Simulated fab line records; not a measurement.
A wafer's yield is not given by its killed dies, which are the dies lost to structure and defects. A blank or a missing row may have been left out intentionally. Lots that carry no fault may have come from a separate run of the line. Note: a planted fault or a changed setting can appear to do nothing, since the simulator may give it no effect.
8D (eight disciplines) problem report, filled in by code    flow sky130    the parts of the form that need people (team, actions taken, sign-off) are left out

## 1. WHAT IS WRONG
At SKY_LDD_HVP_DEVELOP_06, developer temp C averages 23.90 C over 6 wafers from 2 lots, while fault-free wafers read 23.00 C, standard deviation 0.11. That is +8.2 standard deviations from the usual mean.
The step: develop time 60 s.
Seen first at day 27 01:34 on litho track-04, wafer L320.2. The record holds 42 wafers of 14 lots with a number at this step. By rule, "out" or "out of limits" means more than 4 standard deviations away from the usual mean. Any other wafer with a number is counted as sound.

## 2. WHAT IT IS; WHAT IT IS NOT
question                     is                      is not
which readings at this step  developer temp C        -
which lots                   L320, L321              L305, L307, L308, L309, L311, L313, L314, L315, L316, L324, L326, L327
which wafers of those lots   all that have a number  -
read on which tools          litho track-04          litho track-02, litho track-03
when                         from day 27 01:34       up to then (27 sound wafers); but 9 sound wafers of L324, L326, L327 came after

## 3. THE SUSPECTS, EACH WITH WHAT RULES IT OUT
Counting: a tool at any process step up to the reading remains a suspect when it ran all the lots that are out and ran no sound lot after the first of those.
- litho track-04 at SKY_LDD_HVP_DEVELOP_06 (develop time 60 s): kept. It processed each lot that is out, first L320 at day 27 01:34, and no sound lot thereafter; up to then, the last sound lot it processed was L316 at day 26 03:29. Its own readings are out on those wafers: developer temp C.
After counting, what remains is litho track-04 at SKY_LDD_HVP_DEVELOP_06.

## 4. THE CAUSE (what the simulator had put in)
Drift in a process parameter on litho track-04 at SKY_LDD_HVP_DEVELOP_06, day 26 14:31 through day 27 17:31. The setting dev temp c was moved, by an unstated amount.
After counting, this tool was the only one left.

## 5. THE EFFECT CHAIN, in route order
Each row: a reading where the mean over the struck wafers with a number is more than 3 standard deviations away from the usual. Scope: only readings with a usual standard deviation given in the record; hours: median across lots of the time from each lot's start at the first step in this table that gives one to its start at this step; sigmas: change in usual standard deviations.
hours  step                    reading           usual    on struck wafers  change  sigmas
0      SKY_LDD_HVP_DEVELOP_06  developer temp C  23.00 C  23.90             +0.90   +8.2
Its process steps:
- SKY_LDD_HVP_DEVELOP_06: develop time 60 s.
At these later measuring or inspecting steps, every struck wafer for which the step has a row has a number for every such reading, and none has moved that far: SKY_LDD_HVP_OVL_MEAS_07.

## 6. WHAT WOULD HAVE CAUGHT IT SOONER
11 hours passed between the start of the fault at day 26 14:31 and the first reading out of limits in this record, taken at day 27 01:34.
